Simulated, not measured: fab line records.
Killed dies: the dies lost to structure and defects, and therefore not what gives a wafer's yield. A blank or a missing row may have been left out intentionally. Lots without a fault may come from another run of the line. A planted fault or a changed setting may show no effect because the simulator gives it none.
fab line records | flow sky130
record: lots: 12 | wafers: 36 | lastDay: 50
route steps=708 shown METAL1@452 METAL2@484
lots that met no fault: from a run of the same line without faults
startH: hours from the record's opening day to when the first of the lot's shown wafers began | waitH: hours elapsed since this lot's preceding step | " unchanged from the row above | L1.1+2: one row covering several wafers at once | - either no value or no given start | * or withheld: withheld | < > ~ a bound
route shown NAME@n: a module of which the file shows steps, and the number in the route of the first | usual: mean/standard deviation taken from wafers without a fault | same: alike in all rows | chamber/n: place in a boat | sites: each site's reading | _std_site: the values' standard deviation | _edge_site: mean of outer sites minus mean of inner sites | radiusMm: how far each site lies from the wafer's centre | mask NAME#n: copy n | behind: the last tool/chamber to shape the wafer | hold: reason for holding the lot/hours on hold/outcome of the hold | device: which transistor (n, p or np) failed to switch | end of line: the same wafers' tests at the end of the route | step lacking rows: just its recipe | killed: at the first sort, the dies lost to defects and structure; wafer yield is something else | map: a wafer's dies, x killed, . not, _ none there
set.NAME: the run value of the setting; set.NAME@STEP: its run value at that earlier step | model.NAME: the simulator's own value behind a step, which no gauge read
the route's steps for a sample of lots (tables are steps, rows are wafers)
services: from which hour (startH, from the record's first day; less than 0 if before it) a tool's chamber was out of use, for how many hours, and why
== steps ==
step: SKY_METAL1_ETCH_18
recipe: chemistry: N2/H2 | target: BARC | ionEnergyEv: 200 | biasW: 100 | pressureMtorr: 30 | n2FlowSccm: 100 | h2FlowSccm: 200 | icpW: 500 | stopOn: SiO2 | timeS: 45.9 | targetDepthA: 600
usual: drypumpMotorCurrentA: 6.0/0.58 | oesProductAu: 0.854/0.0044 | rfFwdPowerW: 494.5/2.5 | throttleValvePct: 13.226/0.0087
lot.wafer | tool        | chamber | startH | waitH | drypumpMotorCurrentA | oesProductAu | rfFwdPowerW | rfHoursCounterH | throttleValvePct
L617.1    | rieMetal-04 | 0       | 776.31 | 0.0   | 6.3                  | 0.850        | 493.5       | 10              | 13.236
L617.4    | "           | 0       | "      | "     | 6.3                  | 0.848        | 491.8       | -               | 13.226
L617.6    | "           | 1       | "      | "     | 6.5                  | 0.854        | 497.2       | -               | 13.212
L620.3    | rieMetal-03 | 0       | 815.23 | 0.0   | 6.3                  | 0.861        | 498.0       | -               | 13.223
L620.4    | "           | 1       | "      | "     | 5.1                  | 0.850        | 491.9       | -               | 13.217
L620.6    | "           | 1       | "      | "     | 5.1                  | 0.857        | 492.6       | -               | 13.220
L624.3    | rieMetal-04 | 0       | 866.13 | 0.0   | 6.4                  | 0.850        | 493.2       | -               | 13.228
L624.4    | "           | 1       | "      | "     | 6.5                  | 0.848        | 497.3       | -               | 13.221
L624.5    | "           | 1       | "      | "     | 6.5                  | 0.850        | 497.2       | -               | 13.228
L627.3    | rieMetal-02 | 1       | 871.46 | 0.0   | 6.3                  | 0.856        | 494.8       | -               | 13.211
L627.5    | "           | 1       | "      | "     | 6.3                  | 0.859        | 491.3       | -               | 13.214
L627.6    | "           | 0       | "      | "     | 6.6                  | 0.853        | 496.2       | -               | 13.231
L629.1    | rieMetal-03 | 0       | 871.47 | 0.0   | 6.3                  | 0.849        | 496.1       | 16              | 13.217
L629.3    | "           | 1       | "      | "     | 5.1                  | 0.847        | 490.5       | -               | 13.241
L629.5    | "           | 0       | "      | "     | 6.3                  | 0.857        | 497.6       | -               | 13.243
L628.2    | rieMetal-04 | 1       | 874.07 | 0.0   | 6.5                  | 0.851        | 497.1       | 12              | 13.248
L628.5    | "           | 0       | "      | "     | 6.3                  | 0.853        | 491.6       | -               | 13.234
L628.6    | "           | 1       | "      | "     | 6.5                  | 0.862        | 495.7       | -               | 13.223
L630.1    | rieMetal-03 | 1       | 875.54 | 0.1   | 5.1                  | 0.848        | 494.1       | 11              | 13.221
L630.2    | "           | 1       | "      | "     | 5.1                  | 0.854        | 494.4       | -               | 13.225
L630.3    | "           | 1       | "      | "     | 5.1                  | 0.858        | 494.0       | -               | 13.225
L634.1    | rieMetal-04 | 1       | 904.94 | 0.0   | 6.5                  | 0.852        | 495.4       | 13              | 13.226
L634.2    | "           | 0       | "      | "     | 6.3                  | 0.854        | 492.1       | 15              | 13.210
L634.5    | "           | 0       | "      | "     | 6.3                  | 0.848        | 491.6       | -               | 13.227
L636.3    | rieMetal-03 | 1       | 906.89 | 0.0   | 5.1                  | 0.860        | 492.3       | -               | 13.225
L636.4    | "           | 0       | "      | "     | 6.3                  | 0.848        | 498.0       | -               | 13.212
L636.5    | "           | 0       | "      | "     | 6.3                  | 0.861        | 499.9       | -               | 13.228
L637.1    | rieMetal-04 | 0       | 914.46 | 0.0   | 6.4                  | 0.863        | 495.0       | 16              | 13.221
L637.3    | "           | 1       | "      | "     | 6.5                  | 0.855        | 497.2       | -               | 13.241
L637.5    | "           | 1       | "      | "     | 6.5                  | 0.849        | 496.7       | -               | 13.220
L638.4    | rieMetal-03 | 1       | 926.01 | 0.0   | 5.1                  | 0.852        | 491.1       | -               | 13.231
L638.5    | "           | 1       | "      | "     | 5.1                  | 0.858        | 491.8       | -               | 13.223
L638.6    | "           | 0       | "      | "     | 6.3                  | 0.860        | 500.5       | -               | 13.224
L639.2    | rieMetal-03 | 1       | 929.84 | 0.0   | 5.1                  | 0.855        | 494.4       | 14              | 13.226
L639.5    | "           | 0       | "      | "     | 6.3                  | 0.851        | 498.9       | -               | 13.216
L639.6    | "           | 1       | "      | "     | 5.1                  | 0.853        | 493.1       | -               | 13.224
step: SKY_METAL2_SPUTTER_01
recipe: material: TiN | targetThkNm: 20 | powerW: 6500 | timeS: 16.7 | chamberPressurePa: 0.4
usual: cathodeDcPowerW: 6500.0/1.2 | chamberPressurePa: 0.4001/0.00084 | throttleValvePct: 29.9/1
lot.wafer | tool          | chamber | startH | waitH | cathodeDcPowerW | chamberPressurePa | throttleValvePct
L617.1    | pvdSputter-04 | -       | 805.19 | 0.0   | 6500.2          | 0.4008            | 28.6
L617.4    | "             | -       | "      | "     | 6499.5          | 0.3990            | 30.8
L617.6    | "             | -       | "      | "     | 6501.1          | 0.3991            | 30.5
L620.3    | pvdSputter-01 | -       | 844.25 | 0.0   | 6500.8          | 0.4001            | 28.7
L620.4    | "             | -       | "      | "     | 6500.8          | 0.3989            | 28.7
L620.6    | "             | -       | "      | "     | 6500.0          | 0.4004            | 28.4
L624.3    | pvdSputter-04 | -       | 894.59 | 0.0   | 6500.4          | 0.3999            | 29.4
L624.4    | "             | -       | "      | "     | 6500.4          | 0.4006            | 30.6
L624.5    | "             | -       | "      | "     | 6501.4          | 0.3993            | 30.7
L627.3    | pvdSputter-04 | -       | 899.86 | 0.0   | 6499.1          | 0.4004            | 30.7
L627.5    | "             | -       | "      | "     | 6498.5          | 0.4006            | 29.2
L627.6    | "             | -       | "      | "     | 6500.7          | 0.3981            | 28.3
L629.1    | pvdSputter-03 | -       | 900.09 | 0.0   | 6500.9          | 0.4003            | 30.1
L629.3    | "             | -       | "      | "     | 6498.9          | 0.4019            | 29.9
L629.5    | "             | -       | "      | "     | 6499.8          | 0.4006            | 30.2
L628.2    | pvdSputter-04 | -       | 902.88 | 0.0   | 6500.5          | 0.4002            | 30.6
L628.5    | "             | -       | "      | "     | 6499.9          | 0.4004            | 28.7
L628.6    | "             | -       | "      | "     | 6498.3          | 0.3999            | 30.8
L630.1    | pvdSputter-04 | -       | 903.64 | 0.0   | 6501.5          | 0.4006            | 28.6
L630.2    | "             | -       | "      | "     | 6498.8          | 0.4011            | 30.8
L630.3    | "             | -       | "      | "     | 6500.2          | 0.3988            | 30.6
L634.1    | pvdSputter-04 | -       | 932.64 | 0.0   | 6498.3          | 0.4009            | 28.7
L634.2    | "             | -       | "      | "     | 6501.0          | 0.4015            | 30.6
L634.5    | "             | -       | "      | "     | 6501.3          | 0.3992            | 29.2
L636.3    | pvdSputter-04 | -       | 934.08 | 0.0   | 6501.0          | 0.4006            | 30.7
L636.4    | "             | -       | "      | "     | 6499.8          | 0.4012            | 30.9
L636.5    | "             | -       | "      | "     | 6501.7          | 0.3998            | 28.4
L637.1    | pvdSputter-03 | -       | 941.72 | 0.0   | 6500.2          | 0.4023            | 29.9
L637.3    | "             | -       | "      | "     | 6499.7          | 0.4009            | 30.3
L637.5    | "             | -       | "      | "     | 6500.2          | 0.4003            | 30.2
L638.4    | pvdSputter-01 | -       | 953.33 | 0.0   | 6500.0          | 0.3982            | 30.2
L638.5    | "             | -       | "      | "     | 6498.2          | 0.4013            | 28.1
L638.6    | "             | -       | "      | "     | 6500.7          | 0.3993            | 30.2
L639.2    | pvdSputter-01 | -       | 957.60 | 0.0   | 6499.4          | 0.4000            | 28.8
L639.5    | "             | -       | "      | "     | 6500.4          | 0.4007            | 30.3
L639.6    | "             | -       | "      | "     | 6499.3          | 0.3993            | 28.7
step: SKY_METAL2_SPUTTER_02
recipe: material: AlCu | targetThkNm: 250 | powerW: 10600 | timeS: 13.3 | chamberPressurePa: 0.4
usual: cathodeDcPowerW: 10600/2.1 | chamberPressurePa: 0.4001/0.0009 | throttleValvePct: 29.9/0.99
lot.wafer | tool          | chamber | startH | waitH | cathodeDcPowerW | chamberPressurePa | throttleValvePct
L617.1    | pvdSputter-04 | -       | 805.22 | 0.0   | 10598           | 0.3997            | 28.1
L617.4    | "             | -       | "      | "     | 10597           | 0.3996            | 30.7
L617.6    | "             | -       | "      | "     | 10600           | 0.4006            | 30.9
L620.3    | pvdSputter-01 | -       | 844.28 | 0.0   | 10604           | 0.4000            | 28.6
L620.4    | "             | -       | "      | "     | 10599           | 0.4011            | 28.6
L620.6    | "             | -       | "      | "     | 10600           | 0.4013            | 28.4
L624.3    | pvdSputter-04 | -       | 894.61 | 0.0   | 10600           | 0.3990            | 29.4
L624.4    | "             | -       | "      | "     | 10601           | 0.4017            | 30.7
L624.5    | "             | -       | "      | "     | 10600           | 0.3997            | 30.7
L627.3    | pvdSputter-04 | -       | 899.88 | 0.0   | 10600           | 0.3999            | 30.7
L627.5    | "             | -       | "      | "     | 10598           | 0.4004            | 29.2
L627.6    | "             | -       | "      | "     | 10598           | 0.3992            | 28.6
L629.1    | pvdSputter-03 | -       | 900.11 | 0.0   | 10602           | 0.4002            | 30.3
L629.3    | "             | -       | "      | "     | 10599           | 0.4006            | 30.0
L629.5    | "             | -       | "      | "     | 10603           | 0.4005            | 30.4
L628.2    | pvdSputter-04 | -       | 902.90 | 0.0   | -               | -                 | -
L628.5    | "             | -       | "      | "     | -               | -                 | -
L628.6    | "             | -       | "      | "     | -               | -                 | -
L630.1    | pvdSputter-04 | -       | 903.66 | 0.0   | -               | -                 | -
L630.2    | "             | -       | "      | "     | -               | -                 | -
L630.3    | "             | -       | "      | "     | -               | -                 | -
L634.1    | pvdSputter-04 | -       | 932.67 | 0.0   | 10601           | 0.3997            | 28.4
L634.2    | "             | -       | "      | "     | 10598           | 0.3998            | 30.8
L634.5    | "             | -       | "      | "     | 10601           | 0.4002            | 29.3
L636.3    | pvdSputter-04 | -       | 934.10 | 0.0   | 10603           | 0.4014            | 30.7
L636.4    | "             | -       | "      | "     | 10602           | 0.3997            | 30.5
L636.5    | "             | -       | "      | "     | 10601           | 0.4006            | 28.5
L637.1    | pvdSputter-03 | -       | 941.74 | 0.0   | 10600           | 0.3997            | 30.0
L637.3    | "             | -       | "      | "     | 10600           | 0.4000            | 30.5
L637.5    | "             | -       | "      | "     | 10596           | 0.4004            | 30.6
L638.4    | pvdSputter-01 | -       | 953.35 | 0.0   | 10598           | 0.4000            | 30.2
L638.5    | "             | -       | "      | "     | 10597           | 0.3998            | 28.5
L638.6    | "             | -       | "      | "     | 10601           | 0.3997            | 30.1
L639.2    | pvdSputter-01 | -       | 957.62 | 0.0   | 10600           | 0.4012            | 28.9
L639.5    | "             | -       | "      | "     | 10599           | 0.4008            | 30.2
L639.6    | "             | -       | "      | "     | 10602           | 0.3994            | 28.5
step: SKY_METAL2_RS_MEAS_05
recipe: thkMeasGauge: four-point-probe | reads: TiN_of_METAL2_SPUTTER_04+Ti_of_METAL2_SPUTTER_03+AlCu_of_METAL2_SPUTTER_02+TiN_of_METAL2_SPUTTER_01+Ti_of_METAL2_SPUTTER_00
usual: METAL2_ALCU_RS: 0.1262/0.0017
lot.wafer | tool         | chamber | startH | waitH | hold                    | METAL2_ALCU_RS[ohm/sq]
L617.1    | filmMetro-04 | -       | 805.31 | 0.0   | -                       | 0.1256
L617.4    | "            | -       | "      | "     | -                       | 0.1268
L617.6    | "            | -       | "      | "     | -                       | 0.1275
L620.3    | filmMetro-02 | -       | 844.41 | 0.1   | -                       | 0.1287
L620.4    | "            | -       | "      | "     | -                       | 0.1260
L620.6    | "            | -       | "      | "     | -                       | 0.1290
L624.3    | filmMetro-02 | -       | 894.74 | 0.1   | -                       | 0.1240
L624.4    | "            | -       | "      | "     | -                       | 0.1248
L624.5    | "            | -       | "      | "     | -                       | 0.1257
L627.3    | filmMetro-02 | -       | 900.01 | 0.1   | -                       | 0.1273
L627.5    | "            | -       | "      | "     | -                       | 0.1257
L627.6    | "            | -       | "      | "     | -                       | 0.1255
L629.1    | filmMetro-01 | -       | 900.20 | 0.0   | -                       | 0.1245
L629.3    | "            | -       | "      | "     | -                       | 0.1258
L629.5    | "            | -       | "      | "     | -                       | 0.1254
L628.2    | filmMetro-01 | -       | 903.01 | 0.0   | awaitDispo/0.2h/release | 8.6882
L628.5    | "            | -       | "      | "     | awaitDispo/0.2h/release | 8.5682
L628.6    | "            | -       | "      | "     | awaitDispo/0.2h/release | 8.6936
L628.2    | filmMetro-01 | -       | 903.30 | 0.3   | -                       | 8.7021
L628.5    | "            | -       | "      | "     | -                       | 8.5665
L628.6    | "            | -       | "      | "     | -                       | 8.6809
L630.1    | filmMetro-01 | -       | 903.75 | 0.0   | awaitDispo/0.2h/release | 8.5877
L630.2    | "            | -       | "      | "     | awaitDispo/0.2h/release | 8.6362
L630.3    | "            | -       | "      | "     | awaitDispo/0.2h/release | 8.7335
L630.1    | filmMetro-01 | -       | 904.04 | 0.3   | -                       | 8.5982
L630.2    | "            | -       | "      | "     | -                       | 8.6421
L630.3    | "            | -       | "      | "     | -                       | 8.7225
L634.1    | filmMetro-01 | -       | 932.76 | 0.0   | -                       | 0.1247
L634.2    | "            | -       | "      | "     | -                       | 0.1266
L634.5    | "            | -       | "      | "     | -                       | 0.1243
L636.3    | filmMetro-04 | -       | 934.23 | 0.1   | -                       | 0.1257
L636.4    | "            | -       | "      | "     | -                       | 0.1265
L636.5    | "            | -       | "      | "     | -                       | 0.1253
L637.1    | filmMetro-04 | -       | 941.85 | 0.0   | -                       | 0.1260
L637.3    | "            | -       | "      | "     | -                       | 0.1254
L637.5    | "            | -       | "      | "     | -                       | 0.1253
L638.4    | filmMetro-01 | -       | 953.50 | 0.1   | -                       | 0.1270
L638.5    | "            | -       | "      | "     | -                       | 0.1288
L638.6    | "            | -       | "      | "     | -                       | 0.1273
L639.2    | filmMetro-02 | -       | 957.73 | 0.0   | -                       | 0.1291
L639.5    | "            | -       | "      | "     | -                       | 0.1304
L639.6    | "            | -       | "      | "     | -                       | 0.1326
step: SKY_METAL2_OVL_MEAS_16
usual: METAL2_OVL: 0/5.9
lot.wafer | tool       | chamber | startH | waitH | METAL2_OVL[nm]
L617.1    | overlay-01 | -       | 832.06 | 0.1   | 14
L617.4    | "          | -       | "      | "     | 12
L617.6    | "          | -       | "      | "     | 9
L620.3    | overlay-02 | -       | 870.98 | 0.1   | -7
L620.4    | "          | -       | "      | "     | -1
L620.6    | "          | -       | "      | "     | 3
L624.3    | overlay-02 | -       | 919.99 | 0.1   | 8
L624.4    | "          | -       | "      | "     | 2
L624.5    | "          | -       | "      | "     | 0
L627.3    | overlay-01 | -       | 924.64 | 0.1   | -7
L627.5    | "          | -       | "      | "     | 0
L627.6    | "          | -       | "      | "     | -9
L629.1    | overlay-02 | -       | 925.27 | 0.1   | 2
L629.3    | "          | -       | "      | "     | 3
L629.5    | "          | -       | "      | "     | -1
L634.1    | overlay-02 | -       | 957.09 | 0.1   | -7
L634.2    | "          | -       | "      | "     | -12
L634.5    | "          | -       | "      | "     | -5
L636.3    | overlay-01 | -       | 958.40 | 0.1   | -6
L636.4    | "          | -       | "      | "     | 3
L636.5    | "          | -       | "      | "     | -4
L637.1    | overlay-02 | -       | 965.77 | 0.1   | -1
L637.3    | "          | -       | "      | "     | 4
L637.5    | "          | -       | "      | "     | 1
L638.4    | overlay-01 | -       | 977.03 | 0.1   | 1
L638.5    | "          | -       | "      | "     | -3
L638.6    | "          | -       | "      | "     | -1
L639.2    | overlay-02 | -       | 981.37 | 0.1   | 5
L639.5    | "          | -       | "      | "     | 18
L639.6    | "          | -       | "      | "     | 6
== services ==
tool          | chamber | startH | hours | kind
pvdSputter-03 | -       | 816.49 | 2.2   | repair
pvdSputter-01 | 1       | 825.16 | -     | consumableReplace:kit
pvdSputter-01 | 1       | 825.16 | 18.0  | scheduledDown
pvdSputter-01 | 1       | 825.16 | 18.0  | ventCycle
pvdSputter-03 | 3       | 832.59 | -     | consumableReplace:kit
pvdSputter-03 | 3       | 832.59 | 18.0  | scheduledDown
pvdSputter-03 | 3       | 832.59 | 18.0  | ventCycle
rieMetal-04   | 1       | 836.73 | 16.0  | repair
rieMetal-03   | -       | 837.12 | 0.4   | repair
rieMetal-03   | 1       | 840.36 | 15.6  | repair
rieMetal-03   | -       | 861.10 | 0.4   | repair
rieMetal-03   | 0       | 874.07 | -     | clean
rieMetal-03   | 0       | 874.07 | 20.7  | scheduledDown
rieMetal-03   | 0       | 874.07 | 20.7  | ventCycle
rieMetal-04   | 1       | 884.68 | 10.3  | repair
pvdSputter-04 | 0       | 902.14 | -     | consumableReplace:kit
pvdSputter-04 | 0       | 902.14 | 18.0  | scheduledDown
pvdSputter-04 | 0       | 902.14 | 18.0  | ventCycle
pvdSputter-04 | -       | 950.12 | 4.0   | repair
rieMetal-03   | -       | 954.83 | 2.8   | pm
== key ==
firstSign: step: SKY_METAL2_SPUTTER_02 | reading: toolRecord | direction: missing
effect: step: SKY_METAL2_RS_MEAS_05 | reading: visit | direction: added
effect: step: SKY_METAL2_RS_MEAS_05 | reading: METAL2_ALCU_RS | direction: up | sigmas: 99+ | usual: 0.1262 | struck: 8.6512
metAt SKY_METAL2_SPUTTER_02
struckLots L628,L630
scrappedBehind SKY_METAL2_RS_MEAS_05 L628.2,L628.5,L628.6,L630.1,L630.2,L630.3
notActingAt SKY_METAL1_ETCH_18,SKY_METAL2_SPUTTER_01,SKY_METAL2_OVL_MEAS_16
onsetBetween 899.88 902.90
fault: kind: skippedStepWhole | tool: pvdSputter-04 | chamber: - | onsetH: 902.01 | steps: SKY_METAL2_SPUTTER_02 | scope: struckLotsOnly
